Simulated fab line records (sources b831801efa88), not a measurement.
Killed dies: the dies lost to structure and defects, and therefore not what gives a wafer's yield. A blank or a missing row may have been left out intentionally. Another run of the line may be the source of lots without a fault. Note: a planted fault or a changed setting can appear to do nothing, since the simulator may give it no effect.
One fault through the eyes of 2 desks	flow sky130	numbers are kept per desk, each desk with only its own; the story behind them comes last

== TOOL OWNER'S DESK, implanter-03 ==
The tool's own readings at SKY_LDD_HVP_IMPLANT_08: means of the sampled wafers that have a number, for each lot that ran on this tool. Any lot whose mean is over 4 standard deviations away from the usual mean is out of limits and marked OUT; that distance is given in the brackets.
Columns: A = beam-on-s at SKY_LDD_HVP_IMPLANT_08, usual 9.99 s; B = tilt-deg at SKY_LDD_HVP_IMPLANT_08, usual 17.897 degrees
lot	first seen here	A	B
L281	day 24 18:16	9.88	0.008 (-99 or more) OUT
L283	day 25 02:16	10.12	0.020 (-99 or more) OUT
L292	day 28 03:26	10.03	17.914
L296	day 29 18:21	10.06	17.853
Finding of this desk: L281, L283 out of limits; the first was L281 at day 24 18:16, on tilt-deg at SKY_LDD_HVP_IMPLANT_08. In limits: L292, L296.

== FROM THE METROLOGY DESK ==
What the gauges read, lot by lot, whatever tool the lot ran on: means of the sampled wafers that have a number. Any lot whose mean is over 4 standard deviations away from the usual mean is out of limits and marked OUT; that distance is given in the brackets.
Columns: A = POLY_GATE_CVD_03_THK at SKY_POLY_GATE_THK_MEAS_04, usual 74.7 nm; B = LDD_HVP_OVL at SKY_LDD_HVP_OVL_MEAS_07, usual 0.4 nm; C = LDD_HVP_TW at SKY_LDD_HVP_TW_MEAS_10, usual 453; D = cd-nm at SKY_SD_P_CD_MEAS_07, usual 379.9 nm
lot	first seen here	A	B	C	D
L275	day 15 08:52	74.5	0.6	459	381.1
L277	day 16 04:12	74.7	1.2	459	377.0
L281	day 18 03:04	73.5	0.7	407 (-8.0) OUT	381.9
L283	day 18 14:01	73.8	0.3	409 (-7.6) OUT	383.3
L286	day 19 09:52	74.8	-0.3	462	378.1
L289	day 21 05:14	74.5	0.8	455	378.9
L290	day 21 11:16	73.9	1.8	444	376.6
L291	day 21 12:36	74.5	2.6	444	378.8
L292	day 21 20:33	75.7	0.3	448	378.8
L293	day 21 21:55	75.3	-1.0	457	377.1
L295	day 22 15:56	75.6	0.1	464	378.0
L296	day 23 13:27	75.4	1.2	451	378.0
L297	day 23 13:31	75.1	-0.7	454	381.2
This desk reports L281, L283 out of limits; the earliest was L281 at day 24 18:28 (LDD_HVP_TW at SKY_LDD_HVP_TW_MEAS_10). In limits: L275, L277, L286, L289, L290, L291, L292, L293, L295, L296, L297.

== ALL TOGETHER ==
The tool owner's desk had the chance to raise an alarm at day 24 18:16 on L281, L283.
L281, L283 would have let the metrology desk raise an alarm at day 24 18:28.
On implanter-03, each named lot ran SKY_LDD_HVP_IMPLANT_08.

== WHAT WAS PUT IN BY THE SIMULATOR ==
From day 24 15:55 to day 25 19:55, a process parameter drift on implanter-03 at SKY_LDD_HVP_IMPLANT_08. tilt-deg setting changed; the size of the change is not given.
Lots struck among those shown: L281, L283.
Fault start to first reading out of limits, in hours, per desk: tool owner, 2; metrology, 3.
